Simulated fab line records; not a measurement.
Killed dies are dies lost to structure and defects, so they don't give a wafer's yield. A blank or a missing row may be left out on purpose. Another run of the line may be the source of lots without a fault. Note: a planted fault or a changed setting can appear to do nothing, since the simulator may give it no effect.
Split-lot study + flow sky130 + 5 lots, 23 wafers read, on a route of 708 steps

## ON THE SPLIT
At SKY_VT_ADJUST_HVTR_IMPLANT_09, the setting energyKev was moved away from the recipe's 10 on 10 of the 23 wafers read, by -5.7% to +4.8%. This setting was run at the recipe's value on the other wafers.

The split's own step is where the reading is taken.

## THE READING
In nm, at SKY_VT_ADJUST_HVTR_IMPLANT_09: implant.drpNm, which is the simulator's own figure and was read by no gauge. The file gives no usual value for it.

| wafer  | tool, chamber at the split | energyKev as run | against the recipe | implant.drpNm, nm | against lot-mates on the recipe |
|--------|----------------------------|------------------|--------------------|-------------------|---------------------------------|
| L074.1 | implanter-01, 0            | 9.433            | -5.7%              | 16.43             | -0.68                           |
| L074.5 | implanter-01, 0            | 9.433            | -5.7%              | 16.43             | -0.68                           |
| L074.3 | implanter-01, 0            | 10               | recipe             | 17.11             | -                               |
| L074.4 | implanter-01, 0            | 10               | recipe             | 17.11             | -                               |
| L074.6 | implanter-01, 0            | 10               | recipe             | 17.11             | -                               |
| L075.1 | implanter-01, 0            | 10               | recipe             | 17.11             | -                               |
| L075.3 | implanter-01, 0            | 10               | recipe             | 17.11             | -                               |
| L075.4 | implanter-01, 0            | 10               | recipe             | 17.11             | -                               |
| L079.1 | implanter-01, 0            | 9.808            | -1.9%              | 16.88             | -0.23                           |
| L079.2 | implanter-01, 0            | 9.808            | -1.9%              | 16.88             | -0.23                           |
| L079.4 | implanter-01, 0            | 9.808            | -1.9%              | 16.88             | -0.23                           |
| L079.5 | implanter-01, 0            | 10               | recipe             | 17.11             | -                               |
| L079.6 | implanter-01, 0            | 10               | recipe             | 17.11             | -                               |
| L082.2 | implanter-02, 0            | 10.48            | +4.8%              | 17.68             | +0.57                           |
| L082.6 | implanter-02, 0            | 10.48            | +4.8%              | 17.68             | +0.57                           |
| L082.3 | implanter-02, 0            | 10               | recipe             | 17.11             | -                               |
| L082.4 | implanter-02, 0            | 10               | recipe             | 17.11             | -                               |
| L082.5 | implanter-02, 0            | 10               | recipe             | 17.11             | -                               |
| L084.1 | implanter-01, 0            | 10               | recipe             | 17.11             | -                               |
| L084.5 | implanter-01, 0            | 10               | recipe             | 17.11             | -                               |
| L084.2 | implanter-01, 0            | 9.556            | -4.4%              | 16.58             | -0.53                           |
| L084.3 | implanter-01, 0            | 9.556            | -4.4%              | 16.58             | -0.53                           |
| L084.6 | implanter-01, 0            | 9.556            | -4.4%              | 16.58             | -0.53                           |

FIT RESULTS
A straight line over all 23 wafers: implant.drpNm changes by +0.119 nm for each +1% of energyKev; r = +1.00; the points scatter about the line by 0.0012 nm.
The same after taking each lot's own level away (the mean of its wafers on the recipe; 23 wafers): +0.119 nm for each +1%; r = +1.00; scatter 0.0012 nm.
The reading moves by 0.68 nm for the largest change in energyKev, on that fit.
The lots' own levels span 17.110 to 17.110 nm.
The two slopes agree, so the slope changes little with the lot-to-lot level.
Check: -0.677 nm against its lot-mates is what the line predicts for one of the wafers moved furthest among these (-5.7%) when that wafer is left out of the fit. Against them it came out at -0.68 nm.

## OTHER SPLITS APPLIED TO THESE WAFERS
Before the reading, these wafers also passed through other splits. Each is held against what the fit with the lots' levels taken away leaves over:
| other split on the same wafers          | wafers away from the commonest value | r with implant.drpNm (lot level and that fit taken away) |
|-----------------------------------------|--------------------------------------|----------------------------------------------------------|
| SKY_FIELD_ISO_OXIDATION_01 tempC        | 15                                   | -0.32                                                    |
| SKY_FIELD_ISO_EXPOSE_10 doseMj          | 6                                    | -0.19                                                    |
| SKY_FIELD_ISO_WET_ETCH_30 timeS         | 18                                   | +0.36                                                    |
| SKY_NWELL_STRIP_14 pressureMtorr        | 15                                   | -0.42                                                    |
| SKY_VT_ADJUST_HVTP_COAT_02 spinRpm      | 9                                    | +0.04                                                    |
| SKY_VT_ADJUST_HVTP_SOFTBAKE_03 timeS    | 9                                    | -0.11                                                    |
| SKY_VT_ADJUST_LVTN_IMPLANT_08 energyKev | 8                                    | -0.36                                                    |
| SKY_VT_ADJUST_LVTN_IMPLANT_19 doseCm2   | 9                                    | -0.34                                                    |
| SKY_VT_ADJUST_HVTR_EXPOSE_04 doseMj     | 8                                    | -0.22                                                    |

## THE WHOLE CHAIN: every reading that the file lists as answering this split, in the file's order
| step                          | what it does | reading                                                        | change (the file's fit)               | r (the file's) |
|-------------------------------|--------------|----------------------------------------------------------------|---------------------------------------|----------------|
| SKY_VT_ADJUST_HVTR_IMPLANT_09 |              | implant.rpNm (the simulator's own value, which no gauge read)  | +0.289 nm for each +1% of the setting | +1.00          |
| SKY_VT_ADJUST_HVTR_IMPLANT_09 |              | implant.drpNm (the simulator's own value, which no gauge read) | +0.12 nm for each +1% of the setting  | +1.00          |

## FILE'S OWN FIT
implant.drpNm changes by +0.12 nm for each +1% of energyKev, r = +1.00.
